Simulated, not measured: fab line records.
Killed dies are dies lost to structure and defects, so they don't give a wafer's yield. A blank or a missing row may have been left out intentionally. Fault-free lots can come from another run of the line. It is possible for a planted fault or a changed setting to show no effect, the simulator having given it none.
The tool behind it: which one? :: flow sky130 :: Sampling: 11 lots, 33 wafers, 2 of 708 route steps

## WHAT EACH GAUGE READ, for each wafer
SKY_VIA1_THK_MEAS_01.
lot: L999
measured: day 32 04:26
on: film metro-01
VIA1_HDPCVD_THK (nm): 1051 1045 1066

lot: L100
measured: day 32 11:53
on: film metro-01
VIA1_HDPCVD_THK (nm): 1067 1075 1061

lot: L102
measured: day 33 18:37
on: film metro-03
VIA1_HDPCVD_THK (nm): 1045 1042 1046

lot: L103
measured: day 34 03:02
on: film metro-02
VIA1_HDPCVD_THK (nm): 1051 1061 1066

lot: L106
measured: day 35 03:32
on: film metro-02
VIA1_HDPCVD_THK (nm): 1059 1052 1045

lot: L107
measured: day 35 05:41
on: film metro-01
VIA1_HDPCVD_THK (nm): 1063 1068 1063

lot: L108
measured: day 35 13:59
on: film metro-02
VIA1_HDPCVD_THK (nm): 1053 1061 1051

lot: L114
measured: day 37 09:39
on: film metro-01
VIA1_HDPCVD_THK (nm): 1039 1052 1049

lot: L118
measured: day 39 22:07
on: film metro-01
VIA1_HDPCVD_THK (nm): 1055 1050 1060

lot: L117
measured: day 39 23:42
on: film metro-03
VIA1_HDPCVD_THK (nm): 1053 1054 1044

lot: L122
measured: day 40 08:12
on: film metro-02
VIA1_HDPCVD_THK (nm): 1052 1067 1063

## WHAT TOOL EACH LOT RAN ON (gives the tool, then ch and the chambers of the sampled wafers, and finally the start)
lot: L999
SKY_METAL1_STRIP_20: plasma asher-01 ch 1, day 32 03:43

lot: L100
SKY_METAL1_STRIP_20: plasma asher-01 ch 0,1, day 32 11:09

lot: L102
SKY_METAL1_STRIP_20: plasma asher-02 ch 0,1, day 33 17:53

lot: L103
SKY_METAL1_STRIP_20: plasma asher-01 ch 0,1, day 34 02:14

lot: L106
SKY_METAL1_STRIP_20: plasma asher-01 ch 0,1, day 35 02:50

lot: L107
SKY_METAL1_STRIP_20: plasma asher-02 ch 0,1, day 35 04:56

lot: L108
SKY_METAL1_STRIP_20: plasma asher-04 ch 0,1, day 35 13:15

lot: L114
SKY_METAL1_STRIP_20: plasma asher-04 ch 0,1, day 37 08:56

lot: L118
SKY_METAL1_STRIP_20: plasma asher-04 ch 0,1, day 39 21:25

lot: L117
SKY_METAL1_STRIP_20: plasma asher-01 ch 0,1, day 39 22:59

lot: L122
SKY_METAL1_STRIP_20: plasma asher-04 ch 0,1, day 40 07:28
- SKY_METAL1_STRIP_20: strips in O2/N2.

## THE ANSWER, worked out from the rows above alone
Rule: the lots themselves supply what counts as usual. Put in order of their means at a reading, lots are off if they are a third of the lots or fewer, leave a main group of 4 or more, and stand apart from it by a gap of 3 or more times the standard deviation of the main group's means; of several such gaps the widest counts. A main group is skipped when, at the precision printed for the reading in the tables above, its means are all equal. A lot without any number at a reading at which 4 lots or more have one is off too. The other lots that the step has rows for count as sound.
No lot is off at any reading shown: from this, nothing can be told.

## WHAT THE SIMULATOR PUT IN
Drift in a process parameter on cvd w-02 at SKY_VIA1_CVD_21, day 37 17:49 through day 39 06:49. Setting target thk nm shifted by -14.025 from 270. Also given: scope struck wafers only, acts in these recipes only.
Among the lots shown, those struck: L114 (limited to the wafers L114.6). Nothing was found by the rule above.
